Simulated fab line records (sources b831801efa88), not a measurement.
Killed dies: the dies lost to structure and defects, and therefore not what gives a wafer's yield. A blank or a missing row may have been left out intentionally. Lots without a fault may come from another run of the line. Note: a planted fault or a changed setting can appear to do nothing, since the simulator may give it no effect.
Which of the tools did it?	flow sky130	12 lots with 33 wafers sampled at 5 steps, on a route of 708 steps

WHAT THE GAUGES READ, wafer by wafer
SKY_POLY_CUT_OVL_MEAS_09.
lot	measured	on	POLY_CUT_OVL (nm)
L953	day 24 02:34	overlay-01	-8 4 -3
L956	day 25 17:32	overlay-01	-2 1 2
L957	day 25 18:15	overlay-02	8 -9 3
L958	day 26 01:40	overlay-01	-4 -3 -2
L964	day 28 14:49	overlay-01	-4 -3
L965	day 28 13:52	overlay-02	1 9
L967	day 29 02:17	overlay-01	-4 -3
L968	day 29 11:28	overlay-02	5 -2 4
L969	day 29 22:24	overlay-02	1 6 -2
L971	day 30 10:08	overlay-01	-14 -8 -8
L973	day 30 17:18	overlay-01	5 -5 2
L976	day 31 17:53	overlay-02	-8 -4 2

SKY_LOCAL_INTERCONNECT_THK_MEAS_02: measures by xrf.
lot	measured	on	LOCAL_INTERCONNECT_TIN_THK (nm)
L953	day 29 03:29	filmMetro-04	97.9 97.6 98.2
L956	day 30 13:50	filmMetro-01	98.4 97.9 97.7
L957	day 30 16:03	filmMetro-04	100.2 100.8 100.5
L958	day 30 22:10	filmMetro-01	100.3 98.7 99.0
L964	day 33 08:23	filmMetro-01	98.0 97.7
L965	day 33 08:05	filmMetro-03	102.1 101.8
L967	day 33 18:49	filmMetro-04	98.0 97.9
L968	day 34 04:21	filmMetro-03	99.3 99.9 99.7
L969	day 34 14:36	filmMetro-03	101.3 101.7 100.6
L971	day 34 23:58	filmMetro-01	97.7 97.6 98.8
L973	day 35 08:34	filmMetro-03	98.9 98.3 99.3
L976	day 36 06:17	filmMetro-03	99.4 99.4 98.4

EACH LOT AND THE TOOL THAT RAN IT (in order: tool; ch and the chambers of the sampled wafers; start)
lot	SKY_VT_ADJUST_PCH_COAT_02	SKY_VT_ADJUST_PCH_STRIP_09	SKY_LI_CONTACT_ETCH_14
L953	lithoTrack-01 ch 0, day 9 21:50	plasmaAsher-04 ch 0,1, day 10 09:00	rieDiel-01 ch 0,1,2, day 29 02:08
L956	lithoTrack-02 ch 0, day 11 01:49	plasmaAsher-01 ch 0,1, day 11 13:12	rieDiel-01 ch 0,2, day 30 12:29
L957	lithoTrack-01 ch 0, day 11 04:03	plasmaAsher-01 ch 0,1, day 11 16:16	rieDiel-02 ch 2,3, day 30 14:41
L958	lithoTrack-03 ch 0, day 11 13:19	plasmaAsher-01 ch 0,1, day 12 01:00	rieDiel-03 ch 0,3, day 30 20:47
L964	lithoTrack-03 ch 0, day 13 08:46	plasmaAsher-04 ch 0,1, day 13 21:25	rieDiel-01 ch 0,2, day 33 07:02
L965	lithoTrack-03 ch 0, day 13 14:31	plasmaAsher-04 ch 1, day 14 03:52	rieDiel-02 ch 0,3, day 33 06:44
L967	lithoTrack-03 ch 0, day 14 00:59	plasmaAsher-04 ch 0,1, day 14 13:59	rieDiel-02 ch 2,3, day 33 17:27
L968	lithoTrack-01 ch 0, day 14 08:00	plasmaAsher-01 ch 0,1, day 14 22:31	rieDiel-02 ch 0,2,3, day 34 02:59
L969	lithoTrack-01 ch 0, day 14 17:57	plasmaAsher-01 ch 0,1, day 15 07:52	rieDiel-01 ch 0,3, day 34 13:14
L971	lithoTrack-02 ch 0, day 15 05:01	plasmaAsher-03 ch 0,1, day 15 18:43	rieDiel-03 ch 0,1,2, day 34 22:37
L973	lithoTrack-02 ch 0, day 15 20:25	plasmaAsher-04 ch 0,1, day 16 10:55	rieDiel-03 ch 0,1,2, day 35 07:12
L976	lithoTrack-01 ch 0, day 16 16:53	plasmaAsher-01 ch 1, day 17 07:18	rieDiel-01 ch 1,3, day 36 04:56
- SKY_VT_ADJUST_PCH_COAT_02: resist thk 3000 nm.
- SKY_VT_ADJUST_PCH_STRIP_09: strips in O2/N2.
- SKY_LI_CONTACT_ETCH_14: etches BARC in N2/H2, stops on SiO2, time 45.9 s, target depth 60 nm.

WHAT THE TOOLS THEMSELVES READ (means of the sampled wafers that have a number; where no wafer has one, the mark that the record gives instead)
SKY_VT_ADJUST_PCH_COAT_02.
lot	tool	chillPlateTempC (C)
L953	lithoTrack-01	22.88
L956	lithoTrack-02	23.07
L957	lithoTrack-01	22.97
L958	lithoTrack-03	22.95
L964	lithoTrack-03	22.85
L965	lithoTrack-03	22.91
L967	lithoTrack-03	23.12
L968	lithoTrack-01	22.97
L969	lithoTrack-01	22.96
L971	lithoTrack-02	22.98
L973	lithoTrack-02	22.94
L976	lithoTrack-01	23.19

SKY_VT_ADJUST_PCH_STRIP_09.
lot	tool	chamberPressureMTorr (mTorr)	drypumpMotorCurrentA (A)	oesProductAu (a.u.)	stripTimeToEndpointS (s)
L953	plasmaAsher-04	1500.5	5.6	0.728	36.97
L956	plasmaAsher-01	1500.7	5.8	0.724	36.90
L957	plasmaAsher-01	1500.2	5.8	0.724	36.81
L958	plasmaAsher-01	1499.6	5.9	0.720	37.03
L964	plasmaAsher-04	1500.3	5.6	0.716	36.00
L965	plasmaAsher-04	1499.7	5.8	0.720	35.17
L967	plasmaAsher-04	1501.1	5.5	0.720	36.02
L968	plasmaAsher-01	1500.7	5.9	0.721	36.98
L969	plasmaAsher-01	1499.7	5.7	0.724	37.18
L971	plasmaAsher-03	1498.8	5.8	0.723	36.83
L973	plasmaAsher-04	1501.6	5.5	0.723	36.90
L976	plasmaAsher-01	1498.9	6.0	0.722	36.87

SKY_LI_CONTACT_ETCH_14.
lot	tool	chamberPressureMTorr (mTorr)	drypumpMotorCurrentA (A)	oesProductAu (a.u.)	throttleValvePct (%)
L953	rieDiel-01	30.001	5.7	0.856	13.222
L956	rieDiel-01	30.001	5.3	0.847	13.233
L957	rieDiel-02	29.991	5.5	0.856	13.225
L958	rieDiel-03	29.993	5.5	0.853	13.231
L964	rieDiel-01	30.003	5.7	0.854	13.224
L965	rieDiel-02	29.998	5.7	0.859	13.221
L967	rieDiel-02	29.980	5.6	0.861	13.225
L968	rieDiel-02	30.016	5.5	0.851	13.214
L969	rieDiel-01	29.976	5.6	0.852	13.227
L971	rieDiel-03	30.000	5.7	0.857	13.229
L973	rieDiel-03	30.014	5.7	0.853	13.223
L976	rieDiel-01	30.036	5.7	0.857	13.235

THE ANSWER, worked out from the rows above alone
Rule: what is usual is taken from the lots themselves. Put in order of their means at a reading, lots are off if they are a third of the lots or fewer, leave a main group of 4 or more, and stand apart from it by a gap of 3 or more times the standard deviation of the main group's means; of several such gaps the widest counts. The tables above print the reading to a certain number of digits; a main group whose means all agree to those digits is not used. Also off: a lot with no number at a reading for which 4 or more lots have one. Any other lot the step has rows for is counted as sound. First the gauges in route order, then the tools' own readings, where a lot's mean is used as printed above. At the first step where some lot is off, the reading lying furthest off is the one used; lots without a number count as furthest.
Off at SKY_VT_ADJUST_PCH_STRIP_09 (stripTimeToEndpointS): L964, L965, L967. For the main group the mean is 36.94 s and the standard deviation 0.11.
If a tool, at that step or one of the process steps before it, ran each lot that is off and ran no sound lot following the first of them, it fits. One fits: SKY_VT_ADJUST_PCH_COAT_02 on lithoTrack-03. A fault onset in the window from L958 (day 11 13:19, its last sound lot) to L964 (day 13 08:46, its first lot off) fits.

WHAT THE SIMULATOR PUT IN
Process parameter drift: lithoTrack-03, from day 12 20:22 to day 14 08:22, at SKY_VT_ADJUST_PCH_COAT_02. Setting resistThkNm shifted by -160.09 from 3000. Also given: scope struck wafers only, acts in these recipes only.
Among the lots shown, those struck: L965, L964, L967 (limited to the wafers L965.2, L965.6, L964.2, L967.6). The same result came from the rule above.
